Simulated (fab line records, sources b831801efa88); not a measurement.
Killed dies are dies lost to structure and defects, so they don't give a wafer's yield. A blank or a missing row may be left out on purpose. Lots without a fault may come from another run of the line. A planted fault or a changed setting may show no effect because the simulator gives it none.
Problem report in the 8D (eight disciplines) form, filled by code | flow gf180mcu | the parts of the form that need people (team, actions taken, sign-off) are left out

1. THE PROBLEM
V5_CVD_02_THK at GF_V5_THK_MEAS_03 reads a mean of 1807 nm on 6 wafers of 2 lots; wafers without a fault read 1445 nm with a standard deviation of 18. That is +20 standard deviations from the usual mean.
First seen on wafer L196.2, day 31 04:07, on film_metro-02. The record holds 39 wafers of 13 lots with a number at this step. Rule for "out", or "out of limits": more than 4 standard deviations from the usual mean. The other wafers with a number count as sound.

2. WHAT IT IS AND WHAT IT IS NOT
question                    | is                     | is not
which readings at this step | V5_CVD_02_THK          | -
which lots                  | L196, L198             | L180, L181, L182, L183, L184, L186, L187, L189, L190, L199, L201
which wafers of those lots  | all that have a number | -
read on which gauges        | film_metro-02          | film_metro-01, film_metro-04
when                        | from day 31 04:07      | up to then (27 sound wafers); but 6 sound wafers of L199, L201 came after

3. SUSPECTS, AND WHAT RULES EACH OUT
Counting: a tool at a process step up to the reading stays a suspect if it ran every lot that is out and no sound lot after the first of them.
- the gauge at GF_V5_THK_MEAS_03: kept. All the wafers that are out were read on film_metro-02, and no step on other tools shows them out.
- pecvd-01 at GF_V5_CVD_02 (deposits SiO2 from TEOS, target thk 1450 nm, time 163.28 s): kept. It ran every lot that is out, first L196 (day 31 03:59), and no sound lot after that; its last sound lot up to then is L186 (day 28 22:28).
Left after counting: pecvd-01 at GF_V5_CVD_02, film_metro-02 at GF_V5_THK_MEAS_03.

4. THE CAUSE (what the simulator had put in)
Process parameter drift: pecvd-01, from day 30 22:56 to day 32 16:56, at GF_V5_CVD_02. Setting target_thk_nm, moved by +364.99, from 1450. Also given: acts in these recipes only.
Counting left 2 suspects, and this tool is among them.

5. THE CHAIN OF EFFECTS, in route order
Each row: a reading whose mean over the struck wafers that have a number lies more than 3 standard deviations from the usual. Only readings for which the record gives a usual standard deviation are gone through. hours: the time from each lot's start at the first step in this table that gives one to its start at this step, as a median over the lots. sigmas: the change in usual standard deviations.
hours | step              | reading       | usual   | on struck wafers | change | sigmas
0     | GF_V5_THK_MEAS_03 | V5_CVD_02_THK | 1445 nm | 1807             | +362   | +20
Later measuring or inspecting steps at which every struck wafer that the step has a row for has a number for every such reading, and none has moved that far: GF_V5_CD_MEAS_14.

6. WHAT WOULD HAVE CAUGHT IT SOONER
In this record the first reading out of limits at a measuring or inspecting step was taken at day 31 04:07, 5 hours after the fault began at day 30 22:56.
Of the tool readings at GF_V5_CVD_02 for which the record gives a usual standard deviation, none was out on any struck wafer, so an alarm limit of 4 standard deviations on them would not have fired.
Of the lots that are out (2), L198 began GF_V5_CVD_02 on pecvd-01 after day 31 04:07. A hold on the tool at that time would have spared it.
